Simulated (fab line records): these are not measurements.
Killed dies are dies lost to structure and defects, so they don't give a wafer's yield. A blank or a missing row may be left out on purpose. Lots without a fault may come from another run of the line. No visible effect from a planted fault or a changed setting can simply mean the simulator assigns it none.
Chamber matching + flow sky130 + SKY_CONTACT_ETCH_16 on rie diel-04 has 4 sister chambers
The step etches BARC in N2/H2, stops on SiO2, time 45.9 s, target depth 60 nm. 36 wafers are shown with their chamber, then 12 later ones without.

## WAFERS, EACH WITH ITS CHAMBER
| wafer  | chamber | drypump motor current A (A) | oes product au (a.u.) | throttle valve pct (%) |
|--------|---------|-----------------------------|-----------------------|------------------------|
| L080.2 | 3       | 5.3                         | 0.842                 | 13.244                 |
| L080.3 | 2       | 5.7                         | 0.860                 | 13.217                 |
| L080.5 | 0       | 5.9                         | 0.846                 | 13.231                 |
| L081.1 | 1       | 5.6                         | 0.850                 | 13.227                 |
| L081.2 | 0       | 5.9                         | 0.853                 | 13.222                 |
| L081.3 | 2       | 5.6                         | 0.848                 | 13.229                 |
| L081.4 | 3       | 5.3                         | 0.860                 | 13.223                 |
| L081.5 | 3       | 5.3                         | 0.858                 | 13.230                 |
| L081.6 | 2       | 5.7                         | 0.851                 | 13.223                 |
| L082.1 | 3       | 5.3                         | 0.854                 | 13.228                 |
| L082.2 | 1       | 5.6                         | 0.856                 | 13.220                 |
| L082.3 | 0       | 5.8                         | 0.847                 | 13.228                 |
| L082.4 | 2       | 5.7                         | 0.854                 | 13.218                 |
| L082.5 | 1       | 5.6                         | 0.848                 | 13.209                 |
| L082.6 | 0       | 5.9                         | 0.858                 | 13.217                 |
| L083.1 | 2       | 5.7                         | 0.852                 | 13.226                 |
| L083.2 | 0       | 5.9                         | 0.854                 | 13.236                 |
| L083.3 | 3       | 5.3                         | 0.856                 | 13.222                 |
| L083.4 | 1       | 5.6                         | 0.860                 | 13.225                 |
| L083.5 | 3       | 5.3                         | 0.853                 | 13.220                 |
| L083.6 | 0       | 5.9                         | 0.854                 | 13.238                 |
| L085.1 | 1       | 5.6                         | 0.854                 | 13.230                 |
| L085.2 | 3       | 5.2                         | 0.856                 | 13.208                 |
| L085.3 | 0       | 5.9                         | 0.850                 | 13.228                 |
| L087.2 | 0       | 5.9                         | 0.849                 | 13.235                 |
| L087.3 | 3       | 5.3                         | 0.860                 | 13.243                 |
| L087.5 | 3       | 5.3                         | 0.855                 | 13.233                 |
| L089.1 | 3       | 5.3                         | 0.850                 | 13.220                 |
| L089.2 | 0       | 5.9                         | 0.859                 | 13.214                 |
| L089.3 | 2       | 5.7                         | 0.854                 | 13.236                 |
| L089.4 | 1       | 5.6                         | 0.864                 | 13.235                 |
| L089.5 | 2       | 5.7                         | 0.858                 | 13.214                 |
| L089.6 | 1       | 5.6                         | 0.853                 | 13.223                 |
| L091.1 | 1       | 5.6                         | 0.855                 | 13.226                 |
| L091.2 | 0       | 5.9                         | 0.859                 | 13.211                 |
| L091.3 | 2       | 5.7                         | 0.855                 | 13.229                 |

SIGNATURES, as means of the wafers listed above
| reading                 | chamber 0 | chamber 1 | chamber 2 | chamber 3 | scatter within a chamber |
|-------------------------|-----------|-----------|-----------|-----------|--------------------------|
| drypump motor current A | 5.890     | 5.600     | 5.688     | 5.290     | 0.0289                   |
| oes product au          | 0.85290   | 0.85500   | 0.85400   | 0.85440   | 0.00485                  |
| throttle valve pct      | 13.22600  | 13.22438  | 13.22400  | 13.22710  | 0.0092                   |
Rule: a wafer's distance from a chamber is the root of the sum, over the readings, of the square of ((its reading less the chamber's mean) divided by the reading's scatter). If the next closest chamber is less than 2 further off than the closest, the wafer can't be placed; otherwise it belongs to the closest. The scatter is the square root of a quotient: the sum, over the shown wafers, of each reading's squared deviation from its chamber's mean, divided by wafers minus chambers.

## WAFERS WHOSE CHAMBER IS MISSING
| wafer  | drypump motor current A (A) | oes product au (a.u.) | throttle valve pct (%) |
|--------|-----------------------------|-----------------------|------------------------|
| L091.4 | 5.3                         | 0.850                 | 13.236                 |
| L091.5 | 5.3                         | 0.856                 | 13.221                 |
| L091.6 | 5.8                         | 0.858                 | 13.233                 |
| L092.1 | 5.3                         | 0.846                 | 13.209                 |
| L092.2 | 5.8                         | 0.856                 | 13.214                 |
| L092.3 | 5.6                         | 0.859                 | 13.224                 |
| L092.4 | 5.7                         | 0.856                 | 13.225                 |
| L092.5 | 5.9                         | 0.855                 | 13.240                 |
| L092.6 | 5.3                         | 0.860                 | 13.218                 |
| L097.2 | 5.9                         | 0.851                 | 13.215                 |
| L097.3 | 5.7                         | 0.857                 | 13.206                 |
| L097.6 | 5.7                         | 0.854                 | 13.241                 |

## WHICH CHAMBER EACH ONE RAN IN
| wafer  | from the rows above     | in truth                   |
|--------|-------------------------|----------------------------|
| L091.4 | 3                       | 3                          |
| L091.5 | 3                       | 3                          |
| L091.6 | can't be placed: 0 or 2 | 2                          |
| L092.1 | 3                       | 3                          |
| L092.2 | can't be placed: 0 or 2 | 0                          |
| L092.3 | 1                       | 1                          |
| L092.4 | 2                       | 2                          |
| L092.5 | 0                       | 0                          |
| L092.6 | 3                       | 3                          |
| L097.2 | 0                       | 0                          |
| L097.3 | can't be placed: 2 or 1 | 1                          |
| L097.6 | 2                       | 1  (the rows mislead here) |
Correct placement for 8 of the 12. Can't be placed from these rows: 3 (the true chamber is among the candidates in 3). Number placed wrongly: 1.
